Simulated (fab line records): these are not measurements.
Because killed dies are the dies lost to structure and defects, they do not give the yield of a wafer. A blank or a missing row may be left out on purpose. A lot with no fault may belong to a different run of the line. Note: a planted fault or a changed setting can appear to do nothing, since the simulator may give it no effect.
Chamber matching -- flow gf180mcu -- cmp-01 running GF_V3_CMP_04: 4 sister chambers
The step polishes SiO2. 20 wafers are shown with their chamber, then 10 later ones without.

## EACH WAFER AND ITS CHAMBER
wafer,chamber,motor current A (A),time to endpoint s (s),platen rpm (rpm)
L195.2,3,14.1,75,60.09
L195.4,0,12.4,80,60.03
L195.5,1,12.0,78,60.05
L196.1,1,12.2,79,59.98
L196.3,2,12.2,71,59.94
L196.5,1,11.6,83,60.06
L197.2,3,13.4,75,59.97
L197.4,2,12.3,74,59.97
L197.5,1,11.8,86,60.07
L198.1,0,12.2,75,59.99
L198.3,2,12.0,69,59.98
L198.6,1,11.9,84,60.05
L199.1,2,12.9,81,59.98
L199.3,0,13.1,82,60.00
L199.6,1,11.6,89,59.97
L209.3,0,12.3,86,60.02
L209.5,2,12.3,82,59.96
L209.6,1,12.6,90,59.99
L210.1,1,12.1,77,59.99
L210.2,2,12.4,77,60.02

SIGNATURES (averages over the wafers above)
reading,chamber 0,chamber 1,chamber 2,chamber 3,scatter within a chamber
motor current A,12.500,11.975,12.350,13.750,0.351
time to endpoint s,80.75,83.25,75.67,75.00,4.83
platen rpm,60.0100,60.0200,59.9750,60.0300,0.0384
Rule: distance of a wafer from a chamber = root of the sum over the readings of ((wafer's reading minus chamber's mean) / reading's scatter) squared. If the next closest chamber is less than 2 further off than the closest, the wafer can't be placed; otherwise it belongs to the closest. The scatter is the square root of a quotient: the sum, over the shown wafers, of each reading's squared deviation from its chamber's mean, divided by wafers minus chambers.

## WAFERS WITHOUT THEIR CHAMBER
wafer,motor current A (A),time to endpoint s (s),platen rpm (rpm)
L210.3,13.8,77,60.03
L213.2,12.6,81,59.97
L213.5,11.8,82,60.01
L213.6,13.6,87,59.96
L214.2,12.6,84,60.00
L214.4,12.8,89,60.05
L214.5,12.7,93,59.96
L215.2,13.4,82,60.02
L215.3,14.0,81,60.01
L215.5,12.8,83,59.99

## THE CHAMBER EACH PASSED THROUGH
wafer,from the rows above,in truth
L210.3,3,3
L213.2,can't be placed: 0 or 2 or 1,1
L213.5,can't be placed: 1 or 0 or 2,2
L213.6,can't be placed: 3 or 0 or 2 or 1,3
L214.2,can't be placed: 0 or 1 or 2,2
L214.4,can't be placed: 0 or 1 or 2 or 3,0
L214.5,can't be placed: 0 or 1 or 2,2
L215.2,can't be placed: 3 or 0 or 2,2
L215.3,3,3
L215.5,can't be placed: 0 or 2 or 1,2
2 of 10 placed correctly. Not placeable from these rows: 8 (in 8, the candidates include the true chamber). Number placed wrongly: 0.
